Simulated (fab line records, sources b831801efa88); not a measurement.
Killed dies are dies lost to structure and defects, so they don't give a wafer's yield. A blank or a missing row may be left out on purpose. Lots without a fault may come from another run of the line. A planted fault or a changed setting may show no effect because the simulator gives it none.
One fault seen from 2 desks | flow gf180mcu | each desk has only its own numbers; what lay behind them comes last

THE METROLOGY DESK
What the gauges read, lot by lot, whatever tool the lot ran on: means of the sampled wafers that have a number. A lot is out of limits, marked OUT, if its mean lies more than 4 standard deviations from the usual mean; the brackets give that distance.
Columns: A = cd_nm at GF_V4_CD_MEAS_14, usual 259.9 nm
lot  | first seen here | A
L561 | day 24 07:13    | 260.9
L562 | day 24 12:58    | 259.6
L563 | day 24 19:29    | 260.4
L564 | day 25 09:10    | 260.8
L565 | day 25 10:17    | 259.9
L566 | day 25 23:40    | 259.9
L567 | day 26 07:54    | 258.3
L575 | day 29 01:01    | 258.6
L576 | day 29 04:50    | 262.2
L577 | day 29 14:55    | 260.4
L579 | day 30 02:39    | 259.8
L581 | day 30 10:42    | 258.9
L582 | day 30 17:23    | 260.0
L584 | day 31 04:35    | 261.3
This desk's finding: nothing out of limits on any of the 14 lots.

THE TOOL OWNER'S DESK: cmp-01
The tool's own readings at GF_V3_CMP_26 (polishes, stops on SiO2, t overpolish 15 s, target thk 0 nm): means of the sampled wafers that have a number, for each lot that ran on this tool. A lot is out of limits, marked OUT, if its mean lies more than 4 standard deviations from the usual mean; the brackets give that distance.
Columns: A = edge_zone_pressure_frac at GF_V3_CMP_26, usual 1.000; B = motor_current_A at GF_V3_CMP_26, usual 11.3 A; C = overpolish_run_s at GF_V3_CMP_26, usual 14.999 s; D = time_to_endpoint_s at GF_V3_CMP_26, usual 85.6 s
lot  | first seen here | A     | B    | C      | D
L561 | day 22 09:00    | 1.003 | 11.2 | 14.995 | 87.6
L562 | day 22 13:49    | 0.996 | 11.6 | 14.999 | 86.6
L564 | day 23 12:21    | 1.000 | 11.8 | 15.001 | 82.3
L565 | day 23 12:59    | 1.002 | 11.6 | 15.004 | 83.6
L566 | day 24 02:15    | 0.999 | 11.6 | 14.995 | 86.1
L575 | day 27 06:58    | 1.002 | 10.8 | 14.993 | 69.1 (-5.9) OUT
L576 | day 27 11:13    | 1.002 | 10.6 | 15.003 | 68.4 (-6.1) OUT
L577 | day 27 23:26    | 0.997 | 12.1 | 14.992 | 69.5 (-5.7) OUT
This desk's finding: out of limits on L575, L576, L577; first on L575, day 27 06:58 (time_to_endpoint_s at GF_V3_CMP_26). In limits: L561, L562, L564, L565, L566.

PUT TOGETHER
The tool owner's desk could have raised an alarm at day 27 06:58, on L575, L576, L577.
The metrology desk saw nothing out of limits.
The metrology desk has L575, L576, L577 on record, within its limits.
Of the lots named, all ran GF_V3_CMP_26 on cmp-01.

WHAT THE SIMULATOR HAD PUT IN
Process parameter drift: cmp-01, from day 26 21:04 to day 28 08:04, at GF_V3_CMP_26. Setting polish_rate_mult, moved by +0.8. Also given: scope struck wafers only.
Lots struck among those shown: L575, L576, L577.
Hours from the fault's start to each desk's first reading out of limits: the tool owner's desk, 10.
